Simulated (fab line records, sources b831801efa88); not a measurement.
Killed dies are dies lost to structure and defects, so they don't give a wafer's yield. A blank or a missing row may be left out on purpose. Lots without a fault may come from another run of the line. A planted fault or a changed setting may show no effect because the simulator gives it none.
A struck lot beside a sound one | flow sky130 | 28 steps out of a route of 708
Sound: wafers L901.3, L901.5, L901.6. Struck: wafers L916.4, L916.5, L916.6. The cause comes at the end.
At each step with rows: each side's tool, then ch and its chambers, then its first start. Under that, the readings that differ: sound wafers | struck wafers | difference of the means | sigmas: that difference in standard deviations of wafers without a fault.
alike: readings whose means differ by less than 2 such deviations, and words and numbers that are the same on both sides. not compared: withheld readings, readings that some wafer has no value for, bounds like >300 that may hide the same value, and numbers for which the record gives no deviation and whose values overlap.
The two part at a step that has a row with sigmas, a row that says differs or no value, or rows on one side only. Numbers that don't overlap but have no deviation are shown without sigmas and don't part them. A reading that every wafer of one side lacks parts them only if that side has two wafers or more.

first, 5 steps without rows for these wafers: SKY_SONOS_ONO_COAT_08 (resist thk 1140 nm); SKY_SONOS_ONO_SOFTBAKE_09 (time 60 s); SKY_SONOS_ONO_EXPOSE_10 (exposes mask ONOM, target cd 410 nm); SKY_SONOS_ONO_PEB_11; SKY_SONOS_ONO_DEVELOP_12 (develop time 60 s).
SKY_SONOS_ONO_CD_MEAS_13: target cd 410 nm.
  sound on cd_sem-01, day 12 21:26; struck on cd_sem-02, day 18 03:24
  alike: cd_nm
SKY_SONOS_ONO_OVL_MEAS_14:
  sound on overlay-02, day 12 21:31; struck on overlay-02, day 18 03:29
  alike: SONOS_ONO_OVL
SKY_SONOS_ONO_ETCH_15: etches the open film in CHF3/O2, target depth 19.52 nm, time 7.8 s.
  sound on rie_diel-01 ch 0,1,3, day 12 21:33; struck on rie_diel-02 ch 0,1,2, day 18 03:30
  alike: drypump_motor_current_A, oes_product_au, throttle_valve_pct
  not compared: rf_hours_counter_h
then, 1 step without rows for these wafers: SKY_SONOS_ONO_WET_ETCH_16 (etches SiO2 in dHF, target depth 14 nm, time 280 s).
SKY_SONOS_ONO_STRIP_17: strips in O2/N2.
  sound on plasma_asher-01 ch 0,1, day 12 21:43; struck on plasma_asher-01 ch 0,1, day 18 03:38
  alike: drypump_motor_current_A, oes_product_au, strip_time_to_endpoint_s
  not compared: rf_hours_counter_h
then, 2 steps without rows for these wafers: SKY_SONOS_ONO_WET_ETCH_18 (etches Si3N4 in H3PO4, target depth 15 nm, time 172 s); SKY_GATE_OXIDE_CLEAN_00 (cleans in SC1/SC2, time 150 s).
SKY_GATE_OXIDE_OXIDATION_01: stabilise 600 s, purge 300 s, target thk 10.268 nm.
  sound on furnace-01 ch 0, day 12 21:53; struck on furnace-01 ch 0, day 18 04:34
  reading                                           | sound             | struck            | difference | sigmas
  spike_tc_bottom_C (C)                             | 920.6 918.5 916.8 | 908.8 906.9 908.2 | -10.7      | -6
  spike_tc_centre_C (C)                             | 899.1 900.6 902.2 | 890.9 890.3 889.3 | -10.5      | -10
  spike_tc_lower_C (C)                              | 899.3 901.9 901.3 | 891.4 891.0 889.1 | -10.3      | -9
  spike_tc_top_C (C)                                | 905.6 904.4 904.7 | 897.4 896.9 897.3 | -7.7       | -6
  spike_tc_upper_C (C)                              | 901.2 901.8 902.2 | 890.7 890.9 892.5 | -10.4      | -7
  model.SiO2_of_GATE_OXIDE_OXIDATION_01.thk_nm (nm) | 10.07 10.02 10.13 | 9.227 9.25 9.159  | -0.861     |
  alike: tube_center_temp_C_max
SKY_GATE_OXIDE_THK_MEAS_02:
  sound on film_metro-02, day 12 23:19; struck on film_metro-01, day 18 06:14
  reading                          | sound             | struck         | difference | sigmas
  GATE_OXIDE_OXIDATION_00_THK (nm) | 10.10 10.02 10.07 | 9.26 9.26 9.15 | -0.84      | -5
  not compared: hold
then, 6 steps without rows for these wafers: SKY_GATE_OXIDE_HMDS_04 (prime time 60 s); SKY_GATE_OXIDE_COAT_05 (resist thk 1140 nm); SKY_GATE_OXIDE_SOFTBAKE_06 (time 60 s); SKY_GATE_OXIDE_EXPOSE_07 (exposes mask LVOM, target cd 600 nm); SKY_GATE_OXIDE_PEB_08; SKY_GATE_OXIDE_DEVELOP_09 (develop time 60 s).
SKY_GATE_OXIDE_OVL_MEAS_10:
  sound on overlay-01, day 14 01:04; struck on overlay-02, day 19 12:19
  alike: GATE_OXIDE_OVL
then, 2 steps without rows for these wafers: SKY_GATE_OXIDE_IMPLANT_11; SKY_GATE_OXIDE_WET_ETCH_12 (etches SiO2 in dHF, target depth 16.8 nm, time 336 s).
SKY_GATE_OXIDE_STRIP_13: strips in O2/N2.
  sound on plasma_asher-03 ch 0,1, day 14 01:22; struck on plasma_asher-03 ch 0,1, day 19 12:38
  alike: drypump_motor_current_A, oes_product_au, strip_time_to_endpoint_s
  not compared: rf_hours_counter_h
SKY_GATE_OXIDE_TW_MEAS_14:
  sound on film_metro-01, day 14 01:27; struck on film_metro-01, day 19 12:58
  alike: GATE_OXIDE_TW
  not compared: hold
SKY_GATE_OXIDE_OXIDATION_16: stabilise 600 s, purge 300 s, target thk 3.57 nm.
  sound on furnace-01 ch 0, day 14 01:32; struck on furnace-02 ch 0, day 19 15:31
  reading                                           | sound             | struck            | difference | sigmas
  spike_tc_top_C (C)                                | 806.0 808.5 806.1 | 810.4 810.3 808.7 | +2.9       | +2
  model.SiO2_of_GATE_OXIDE_OXIDATION_01.thk_nm (nm) | 11.41 11.35 11.45 | 10.69 10.72 10.6  | -0.73      |
  alike: spike_tc_bottom_C, spike_tc_centre_C, spike_tc_lower_C, spike_tc_upper_C, tube_center_temp_C_max
then, 1 step without rows for these wafers: SKY_POLY_GATE_CVD_00 (deposits poly-Si, target thk 180 nm, time 720 s).
-- the record jumps here: 30 days lie between the struck wafers' starts before and after (it left off in module POLY_GATE and takes up again in module PAD_OPEN, whose first step shown is number 708 of the route) --
SKY_PAD_OPEN_PROBE_99:
  sound on prober-01, day 45 21:58; struck on prober-02, day 49 15:22
  reading                                | sound             | struck            | difference | sigmas
  model.etest.pfet_g5v0d10v5.r_on_ohm_um | 4769 4745 4777    | 4589 4590 4512    | -200       |
  model.etest.nfet_g5v0d10v5.r_on_ohm_um | 1875 1860 1878    | 1817 1819 1787    | -63        |
  model.etest.nfet_g5v0d10v5.drive_ua_um | 619 619.8 614.7   | 655.6 649.2 658.1 | +36.5      |
  model.etest.nfet_05v0_nvt.drive_ua_um  | 589.7 588.7 589.2 | 618.4 612.1 620.9 | +27.9      |
  model.etest.pfet_g5v0d10v5.drive_ua_um | 339.4 342 338.6   | 361.2 364.6 367.4 | +24.4      |
  model.etest.nfet_16v.drive_ua_um       | 230.3 231.4 230.5 | 235.8 232.7 239.5 | +5.3       |
  alike: killed_at_M0_to_M3, killed_at_M4_up, killed_at_contacts, killed_at_front_end, killed_at_other, killed_dies, killed_open, killed_short
  not compared: model.etest.nfet_16v.r_on_ohm_um, model.etest.tip_sonos.rs_ohm_sq

WHERE THEY PART
First at SKY_GATE_OXIDE_OXIDATION_01; last, within this record, at SKY_GATE_OXIDE_OXIDATION_16. Later steps at which nothing parts them and some readings are alike: SKY_PAD_OPEN_PROBE_99.

WHY: what the simulator had put in
Process parameter drift: furnace-01, from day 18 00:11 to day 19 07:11, at SKY_GATE_OXIDE_OXIDATION_01. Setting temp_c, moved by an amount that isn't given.
